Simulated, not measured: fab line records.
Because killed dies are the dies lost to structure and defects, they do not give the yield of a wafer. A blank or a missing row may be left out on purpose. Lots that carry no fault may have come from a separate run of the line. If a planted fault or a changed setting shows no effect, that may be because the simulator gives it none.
A single fault, viewed from 2 desks || flow gf180mcu || what lay behind the numbers comes last; until then each desk has only its own

## AT THE METROLOGY DESK
What the gauges read, lot by lot, whatever tool the lot ran on: means of the sampled wafers that have a number. If a lot's mean is further than 4 standard deviations from the usual mean, the lot is out of limits and carries the mark OUT (the distance appears in the brackets).
Columns: A = cd_nm at GF_HV_LDD_CD_MEAS_19, usual 399.6 nm; B = HV_LDD_03_OVL at GF_HV_LDD_OVL_MEAS_47, usual -0.7 nm; C = HV_LDD_4_TW at GF_HV_LDD_TW_MEAS_50, usual 571; D = cd_nm at GF_NSD_CD_MEAS_07, usual 399.5 nm
{"lot": "L758", "first seen here": "day 10 17:08", "A": 393.9, "B": -1.9, "C": 573, "D": 397.3}
{"lot": "L760", "first seen here": "day 11 08:25", "A": 398.5, "B": -0.4, "C": 573, "D": 400.1}
{"lot": "L761", "first seen here": "day 11 17:07", "A": 400.6, "B": -2.3, "C": 566, "D": 398.1}
{"lot": "L762", "first seen here": "day 12 00:18", "A": 399.3, "B": -0.3, "C": 573, "D": 398.9}
{"lot": "L763", "first seen here": "day 12 08:59", "A": 401.7, "B": -0.8, "C": 576, "D": 403.2}
{"lot": "L764", "first seen here": "day 12 18:17", "A": 396.9, "B": -1.4, "C": 567, "D": 400.6}
{"lot": "L765", "first seen here": "day 13 01:07", "A": 398.3, "B": 1.5, "C": 568, "D": 400.0}
{"lot": "L767", "first seen here": "day 13 15:05", "A": 399.9, "B": -1.0, "C": 576, "D": 398.4}
{"lot": "L770", "first seen here": "day 14 18:48", "A": 397.6, "B": -0.7, "C": 569, "D": 402.9}
{"lot": "L771", "first seen here": "day 14 23:40", "A": 399.1, "B": -1.7, "C": 568, "D": 401.1}
{"lot": "L778", "first seen here": "day 17 03:45", "A": 403.3, "B": -0.5, "C": 568, "D": 396.4}
{"lot": "L779", "first seen here": "day 17 11:19", "A": 398.0, "B": -2.1, "C": "533 (-10) OUT", "D": 399.9}
{"lot": "L780", "first seen here": "day 17 17:55", "A": 397.3, "B": -0.5, "C": 571, "D": 399.5}
{"lot": "L781", "first seen here": "day 17 23:31", "A": 400.1, "B": -0.2, "C": "533 (-10) OUT", "D": 404.2}
This desk finds L779, L781 out of limits, with the earliest case on L779 at day 19 12:37 (HV_LDD_4_TW at GF_HV_LDD_TW_MEAS_50). L758, L760, L761, L762, L763, L764, L765, L767, L770, L771, L778, L780 stayed within limits.

## THE TOOL OWNER'S DESK: implanter-01
The tool's own readings at GF_HV_LDD_IMPLANT_48, given as means over the sampled wafers that have a number, one for each lot that went through this tool. If a lot's mean is further than 4 standard deviations from the usual mean, the lot is out of limits and carries the mark OUT (the distance appears in the brackets).
Columns: A = beam_energy_keV at GF_HV_LDD_IMPLANT_48, usual 25.001; B = dose_ions_cm2 at GF_HV_LDD_IMPLANT_48, usual 2.999e+13; C = end_station_pressure_torr at GF_HV_LDD_IMPLANT_48, usual 5.17e-06 Torr
{"lot": "L758", "first seen here": "day 12 08:06", "A": 24.997, "B": 2.998e+13, "C": 5.17e-06}
{"lot": "L762", "first seen here": "day 13 16:53", "A": 24.996, "B": 2.996e+13, "C": 5.01e-06}
{"lot": "L765", "first seen here": "day 14 20:19", "A": 24.992, "B": 3.003e+13, "C": 5.22e-06}
{"lot": "L767", "first seen here": "day 15 10:29", "A": 25.010, "B": 3.001e+13, "C": 5.08e-06}
{"lot": "L779", "first seen here": "day 19 12:23", "A": "18.431 (-99 or more) OUT", "B": 2.998e+13, "C": 4.93e-06}
{"lot": "L781", "first seen here": "day 20 01:04", "A": "18.454 (-99 or more) OUT", "B": 2.999e+13, "C": 5.31e-06}
This desk's verdict: out of limits on L779, L781, starting with L779 at day 19 12:23 (beam_energy_keV at GF_HV_LDD_IMPLANT_48). L758, L762, L765, L767 stayed within limits.

## BROUGHT TOGETHER
At day 19 12:23, on L779, L781, the tool owner's desk was in a position to raise an alarm.
The metrology desk could have raised an alarm at day 19 12:37, on L779, L781.
All the named lots went through GF_HV_LDD_IMPLANT_48 on implanter-01.

## WHAT WAS PUT IN BY THE SIMULATOR
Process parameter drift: implanter-01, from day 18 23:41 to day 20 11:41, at GF_HV_LDD_IMPLANT_48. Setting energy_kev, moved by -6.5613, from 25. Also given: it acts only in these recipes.
Shown lots that were struck: L779, L781.
Fault start to first reading out of limits, in hours, per desk: tool owner, 13; metrology, 13.
